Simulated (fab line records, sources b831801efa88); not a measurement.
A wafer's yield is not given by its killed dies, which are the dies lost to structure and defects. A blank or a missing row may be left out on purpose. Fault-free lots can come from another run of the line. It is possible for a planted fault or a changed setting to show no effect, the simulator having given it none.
A struck lot beside a sound one | flow sfq-line | 42 out of 325 route steps
Sound: these wafers, L550.1, L550.4, L550.6. Wafers struck: L559.1, L559.2, L559.3. The cause is given at the end.
Each step with rows lists, per side, the tool, then ch with its chambers, then its first start. Under that, the readings that differ: sound wafers | struck wafers | difference of the means | sigmas: that difference in standard deviations of wafers without a fault.
alike: readings whose means differ by less than 2 such deviations, and words and numbers that are the same on both sides. not compared: withheld readings, readings that some wafer has no value for, bounds like >300 that may hide the same value, and numbers for which the record gives no deviation and whose values overlap.
A row with sigmas, a row that says differs or no value, or rows on one side alone: a step with any of these is where the two part. When numbers do not overlap yet have no deviation, they are printed without sigmas and do not part them. Lack of a reading on every wafer of one side parts them only where that side has two or more wafers.

first, 6 steps without rows for these wafers: SFQ_TRILAYER_L0_VIA_LITHO_COAT_018 (resist thk 62 nm); SFQ_TRILAYER_L0_VIA_LITHO_COAT_013 (resist thk 650 nm); SFQ_TRILAYER_L0_VIA_LITHO_SOFTBAKE_017; SFQ_TRILAYER_L0_VIA_LITHO_EXPOSE_014 (exposes mask L0V, target cd 700 nm); SFQ_TRILAYER_L0_VIA_LITHO_PEB_016 (peb time 60 s); SFQ_TRILAYER_L0_VIA_LITHO_DEVELOP_015 (time 60 s).
SFQ_L0V_OVL_MEAS_903:
  sound on overlay-01 at day 9 00:24; struck on overlay-01 at day 11 04:06
  alike: L0V_OVL
SFQ_TRILAYER_L0_VIA_BARC_OPEN_VIA_ETCH_021: etches BARC in O2, target depth 125 nm, time 41.7 s.
  sound on rie-diel-02 ch 0,1,3, day 9 00:26; struck on rie-diel-03 ch 0,2,3, day 11 04:08
  alike: drypump-motor-current-A, oes-product-au, rf-fwd-power-W
  not compared: rf-hours-counter-h
then, 4 steps without rows for these wafers: SFQ_TRILAYER_L0_VIA_ETCH_VIA_ETCH_016 (etches SiO2 in CHF3, stops on MoNx KI, target depth 80 nm); SFQ_TRILAYER_L0_VIA_STRIP_STRIP_017 (strips in O2); SFQ_TRILAYER_L0_VIA_STRIP_SOLV_CLEAN_018 (cleans in NMP, time 600 s); SFQ_TRILAYER_M0_DEP_PRE_CLEAN_020 (time 15 s).
SFQ_TRILAYER_M0_DEP_SPUTTER_019: material Nb, target thk 200 nm, time 133.3 s.
  sound on pvd-sputter-03 at day 9 01:20; struck on pvd-sputter-04 at day 11 05:02
  reading                                             | sound                | struck               | difference | sigmas
  cathode-dc-power-W (W)                              | 2000.0 1999.5 1999.4 | 2467.9 2467.9 2467.4 | +468.1     | +99 or more
  model.Nb_of_TRILAYER_M0_DEP_SPUTTER_019.thk-nm (nm) | 198.3 200.6 201.5    | 248.1 246 248.3      | +47.3      |
  alike: throttle-valve-pct
SFQ_M0_RS_MEAS_904: measures by four-point-probe.
  sound on film-metro-02 at day 9 01:25; struck on film-metro-03 at day 11 05:07
  reading           | sound             | struck            | difference | sigmas
  M0_NB_RS (ohm/sq) | 0.897 0.888 0.884 | 0.717 0.723 0.716 | -0.171     | -14
then, 6 steps without rows for these wafers: SFQ_TRILAYER_M0_LITHO_COAT_026 (resist thk 62 nm); SFQ_TRILAYER_M0_LITHO_COAT_021 (resist thk 600 nm); SFQ_TRILAYER_M0_LITHO_SOFTBAKE_025; SFQ_TRILAYER_M0_LITHO_EXPOSE_022 (exposes mask M0, target cd 500 nm); SFQ_TRILAYER_M0_LITHO_PEB_024 (peb time 60 s); SFQ_TRILAYER_M0_LITHO_DEVELOP_023 (time 60 s).
-- the record jumps here: 4 days lie between the struck wafers' starts before and after --
SFQ_M0_OVL_MEAS_906:
  sound on overlay-01 at day 12 10:06; struck on overlay-01 at day 15 10:17
  alike: M0_OVL
then, 1 step without rows for these wafers: SFQ_TRILAYER_M0_BARC_OPEN_METAL_ETCH_031 (etches BARC in O2, target depth 125 nm, time 41.7 s).
SFQ_TRILAYER_M0_ETCH_METAL_ETCH_024: etches Nb in Cl2/Ar, stops on SiO2, target depth 240 nm, time 120 s.
  sound on rie-metal-04 ch 0,1, day 12 10:12; struck on rie-metal-03 ch 0,1, day 15 10:22
  reading               | sound             | struck            | difference | sigmas
  oes-product-au (a.u.) | 0.892 0.886 0.902 | 1.004 0.998 0.988 | +0.103     | +13
  rf-fwd-power-W (W)    | 595.5 593.7 594.8 | 599.6 598.8 599.2 | +4.5       | +2
  alike: drypump-motor-current-A
  not compared: rf-hours-counter-h
SFQ_TRILAYER_M0_STRIP_STRIP_025: strips in O2.
  sound on rie-metal-04 ch 0,1, day 12 10:19; struck on rie-metal-03 ch 0,1, day 15 10:30
  alike: drypump-motor-current-A, oes-product-au
  not compared: rf-hours-counter-h
then, 3 steps without rows for these wafers: SFQ_TRILAYER_M0_STRIP_SOLV_CLEAN_026 (cleans in NMP, time 600 s); SFQ_TRILAYER_I0_DEP_PECVD_027 (deposits SiO2 from SiH4/N2O, time 111.11 s, target thk 500 nm); SFQ_TRILAYER_I0_CMP_CMP_028 (polishes SiO2).
SFQ_I0_BOW_MEAS_907:
  sound on film-metro-04 at day 12 21:50; struck on film-metro-03 at day 15 14:23
  alike: I0_BOW
SFQ_TRILAYER_I0_METRO_MEASURE_029:
  sound on film-metro-04 at day 12 21:58; struck on film-metro-03 at day 15 14:31
  alike: thk-nm
then, 6 steps without rows for these wafers: SFQ_TRILAYER_I0_VIA_LITHO_COAT_036 (resist thk 62 nm); SFQ_TRILAYER_I0_VIA_LITHO_COAT_031 (resist thk 650 nm); SFQ_TRILAYER_I0_VIA_LITHO_SOFTBAKE_035; SFQ_TRILAYER_I0_VIA_LITHO_EXPOSE_032 (exposes mask I0, target cd 500 nm); SFQ_TRILAYER_I0_VIA_LITHO_PEB_034 (peb time 60 s); SFQ_TRILAYER_I0_VIA_LITHO_DEVELOP_033 (time 60 s).
-- the record jumps here: 6 days lie between the struck wafers' starts before and after --
SFQ_I0_OVL_MEAS_908:
  sound on overlay-01 at day 18 04:30; struck on overlay-02 at day 21 21:21
  alike: I0_OVL
then, 1 step without rows for these wafers: SFQ_TRILAYER_I0_VIA_BARC_OPEN_VIA_ETCH_046 (etches BARC in O2, target depth 125 nm, time 41.7 s).
SFQ_TRILAYER_I0_VIA_ETCH_VIA_ETCH_034: etches SiO2 in CHF3, stops on Nb, target depth 260 nm.
  sound on rie-diel-01 ch 1,3, day 18 04:35; struck on rie-diel-01 ch 1,2,3, day 21 21:26
  alike: drypump-motor-current-A, oes-product-au, rf-fwd-power-W
SFQ_TRILAYER_I0_VIA_STRIP_STRIP_035: strips in O2.
  sound on rie-metal-01 ch 0,1, day 18 04:41; struck on rie-metal-01 ch 0,1, day 21 21:32
  alike: drypump-motor-current-A, oes-product-au
  not compared: rf-hours-counter-h
then, 2 steps without rows for these wafers: SFQ_TRILAYER_I0_VIA_STRIP_SOLV_CLEAN_036 (cleans in NMP, time 600 s); SFQ_TRILAYER_M1_DEP_PRE_CLEAN_038 (time 22.5 s).
-- the record jumps here: 58 days lie between the struck wafers' starts before and after --
SFQ_M8_BOW_MEAS_951:
  sound on film-metro-03 at day 76 21:42; struck on film-metro-04 at day 79 15:53
  reading                       | sound               | struck               | difference | sigmas
  model.etest.m0.comb-log10-ohm | 12 12 12            | 0 0 0                | -12        |
  model.etest.m0.ohm-sq         | 0.8986 0.8881 0.884 | 0.7181 0.7242 0.7174 | -0.1703    |
  alike: M8_BOW

WHERE THEY PART
At SFQ_TRILAYER_M0_DEP_SPUTTER_019 first; at SFQ_TRILAYER_M0_ETCH_METAL_ETCH_024 last (within this record only). Later steps at which nothing parts them and some readings are alike: SFQ_TRILAYER_M0_STRIP_STRIP_025, SFQ_I0_BOW_MEAS_907, SFQ_TRILAYER_I0_METRO_MEASURE_029, SFQ_I0_OVL_MEAS_908, SFQ_TRILAYER_I0_VIA_ETCH_VIA_ETCH_034, SFQ_TRILAYER_I0_VIA_STRIP_STRIP_035, SFQ_M8_BOW_MEAS_951.

WHY: what the simulator had put in
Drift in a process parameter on pvd-sputter-04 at SFQ_TRILAYER_M0_DEP_SPUTTER_019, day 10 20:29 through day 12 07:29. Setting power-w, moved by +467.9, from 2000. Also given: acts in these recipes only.
